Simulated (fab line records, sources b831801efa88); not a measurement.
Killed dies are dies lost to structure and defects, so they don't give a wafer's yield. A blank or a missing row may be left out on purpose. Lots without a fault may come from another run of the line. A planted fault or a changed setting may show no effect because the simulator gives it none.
One fault seen from 2 desks | flow sky130 | each desk has only its own numbers; what lay behind them comes last

THE METROLOGY DESK
What the gauges read, lot by lot, whatever tool the lot ran on: means of the sampled wafers that have a number. A lot is out of limits, marked OUT, if its mean lies more than 4 standard deviations from the usual mean; the brackets give that distance.
Columns: A = VIA4_OVL at SKY_VIA4_OVL_MEAS_11, usual -0.3 nm; B = VIA4_W_THK at SKY_VIA4_THK_MEAS_20, usual 514 nm; C = METAL5_ALCU_RS at SKY_METAL5_RS_MEAS_05, usual 0.02701 ohm/sq; D = METAL5_ALCU_THK at SKY_METAL5_THK_MEAS_06, usual 1174 nm
lot  | first seen here | A    | B   | C                 | D
L304 | day 44 09:19    | 1.5  | 521 | 0.02708           | 1180
L309 | day 44 17:10    | -1.1 | 524 | 0.02674           | 1183
L314 | day 46 07:07    | -0.0 | 516 | 0.02739           | 1159
L318 | day 47 06:52    | 1.4  | 510 | 0.02689           | 1183
L319 | day 47 09:49    | 1.3  | 513 | 0.02676           | 1178
L321 | day 47 18:47    | 1.4  | 519 | 0.01925 (-27) OUT | 1637 (+36) OUT
L323 | day 48 02:01    | 0.7  | 523 | 0.01932 (-27) OUT | 1645 (+36) OUT
L324 | day 48 02:47    | 0.4  | 512 | 0.02695           | 1169
L325 | day 48 14:20    | -1.2 | 512 | 0.02731           | 1153
L326 | day 48 19:26    | -1.2 | 510 | 0.02702           | 1168
This desk's finding: out of limits on L321, L323; first on L321, day 47 20:22 (METAL5_ALCU_RS at SKY_METAL5_RS_MEAS_05). In limits: L304, L309, L314, L318, L319, L324, L325, L326.

THE TOOL OWNER'S DESK: pvd_sputter-03
The tool's own readings at SKY_METAL5_SPUTTER_02 (material AlCu, target thk 1150 nm, time 61.2 s): means of the sampled wafers that have a number, for each lot that ran on this tool. A lot is out of limits, marked OUT, if its mean lies more than 4 standard deviations from the usual mean; the brackets give that distance.
Columns: A = throttle_valve_pct at SKY_METAL5_SPUTTER_02, usual 30.0 %
lot  | first seen here | A
L314 | day 46 12:09    | 29.2
L318 | day 47 08:52    | 30.1
L321 | day 47 20:14    | 29.4
L323 | day 48 03:28    | 29.3
This desk's finding: nothing out of limits on any of the 4 lots.

PUT TOGETHER
The metrology desk could have raised an alarm at day 47 20:22, on L321, L323.
The tool owner's desk saw nothing out of limits.
The tool owner's desk has L321, L323 on record, within its limits.
Of the lots named, all ran SKY_METAL5_SPUTTER_02 on pvd_sputter-03.

WHAT THE SIMULATOR HAD PUT IN
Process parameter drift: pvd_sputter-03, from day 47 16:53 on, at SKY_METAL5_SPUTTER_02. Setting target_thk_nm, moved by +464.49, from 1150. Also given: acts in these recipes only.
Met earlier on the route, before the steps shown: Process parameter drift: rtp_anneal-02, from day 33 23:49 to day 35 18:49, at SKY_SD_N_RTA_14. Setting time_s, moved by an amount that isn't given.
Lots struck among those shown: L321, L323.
Hours from the fault's start to each desk's first reading out of limits: the metrology desk, 3.
